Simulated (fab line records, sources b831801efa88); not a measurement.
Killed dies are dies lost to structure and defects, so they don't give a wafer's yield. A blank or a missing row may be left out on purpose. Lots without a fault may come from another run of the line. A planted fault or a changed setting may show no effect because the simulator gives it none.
Tool commonality check | flow sky130 | 14 lots, 42 wafers sampled

WHY IT WAS OPENED
At SKY_NWELL_RS_MEAS_29 the reading NWELL_RS is flagged on 2 of 14 lots. Wafers without a fault read 624.7 ohm/sq, standard deviation 2.
Rule: a lot is flagged when every wafer of it that has a number lies more than 4 standard deviations from that mean, or none has a number. The other lots count as sound.

lot  | measured     | on            | NWELL_RS (ohm/sq), wafer by wafer | flag
L969 | day 5 14:38  | film_metro-03 | 622.6 623.2 620.6                 |
L971 | day 5 20:07  | film_metro-03 | 620.1 622.0 622.7                 |
L970 | day 5 23:14  | film_metro-04 | 626.0 626.1 625.5                 |
L972 | day 6 05:28  | film_metro-03 | 623.1 623.1 625.1                 |
L979 | day 8 02:04  | film_metro-04 | 633.7 637.3 635.2                 | FLAGGED
L980 | day 8 05:46  | film_metro-03 | 625.7 624.0 621.9                 |
L981 | day 8 07:40  | film_metro-01 | 637.5 638.7 638.3                 | FLAGGED
L982 | day 8 11:51  | film_metro-04 | 624.6 622.1 623.6                 |
L985 | day 9 10:08  | film_metro-04 | 626.0 625.7 625.8                 |
L987 | day 9 20:45  | film_metro-01 | 624.7 623.9 625.8                 |
L988 | day 10 02:03 | film_metro-03 | 622.2 625.0 625.1                 |
L990 | day 10 17:56 | film_metro-03 | 622.0 622.1 622.9                 |
L991 | day 10 20:27 | film_metro-01 | 628.9 628.3 627.1                 |
L992 | day 11 04:58 | film_metro-01 | 626.3 625.8 626.2                 |
The numbers of the flagged lots are 636.8 ohm/sq on average: +12.1 ohm/sq against the usual, or +6 standard deviations.

WHICH TOOL RAN EACH LOT
The record holds 1 process step before the reading, out of a route of 708 steps. In each cell: the tool, then ch and the chambers that the sampled wafers went through, then the start.
lot  | flag    | SKY_NWELL_IMPLANT_11
L969 |         | implanter-04 ch 0, day 4 19:11
L971 |         | implanter-03 ch 0, day 5 00:38
L970 |         | implanter-02 ch 0, day 5 04:08
L972 |         | implanter-04 ch 0, day 5 10:49
L979 | FLAGGED | implanter-02 ch 0, day 7 05:24
L980 |         | implanter-04 ch 0, day 7 08:52
L981 | FLAGGED | implanter-02 ch 0, day 7 10:27
L982 |         | implanter-03 ch 0, day 7 14:23
L985 |         | implanter-04 ch 0, day 8 12:04
L987 |         | implanter-04 ch 0, day 8 22:57
L988 |         | implanter-03 ch 0, day 9 03:40
L990 |         | implanter-03 ch 0, day 9 19:21
L991 |         | implanter-03 ch 0, day 9 21:30
L992 |         | implanter-04 ch 0, day 10 05:53
What these steps do:
- SKY_NWELL_IMPLANT_11
- SKY_NWELL_RS_MEAS_29: measures by four-point-probe.

FLAGGED OVER TOTAL, TOOL BY TOOL (the gauges that took the reading come last)
step                 | tool          | lots run | flagged | share of the flagged lots | sound lots run after its first flagged lot
SKY_NWELL_IMPLANT_11 | implanter-02  | 3        | 2       | all                       | 0
SKY_NWELL_IMPLANT_11 | implanter-03  | 5        | 0       | none                      | -
SKY_NWELL_IMPLANT_11 | implanter-04  | 6        | 0       | none                      | -
SKY_NWELL_RS_MEAS_29 | film_metro-01 | 4        | 1       | some                      | 3 (L987,L991,L992)
SKY_NWELL_RS_MEAS_29 | film_metro-03 | 6        | 0       | none                      | -
SKY_NWELL_RS_MEAS_29 | film_metro-04 | 4        | 1       | some                      | 2 (L982,L985)

WHAT THE TABLE ALLOWS
1 row of the table ran every flagged lot: implanter-02 at SKY_NWELL_IMPLANT_11.
- implanter-02 at SKY_NWELL_IMPLANT_11: 2 of its 3 lots flagged. Its last sound lot is L970 (day 5 04:08), its first flagged lot L979 (day 7 05:24): a fault that began between those two fits. Its own readings lie more than 4 standard deviations out on every wafer of the flagged lots: dose_ions_cm2.
One tool is left: implanter-02 at SKY_NWELL_IMPLANT_11.

WHAT THE SIMULATOR HAD PUT IN
Process parameter drift: implanter-02, from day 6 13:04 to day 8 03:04, at SKY_NWELL_IMPLANT_11. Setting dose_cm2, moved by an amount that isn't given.
Lots struck among those shown: L979, L981. The rule above found the same.
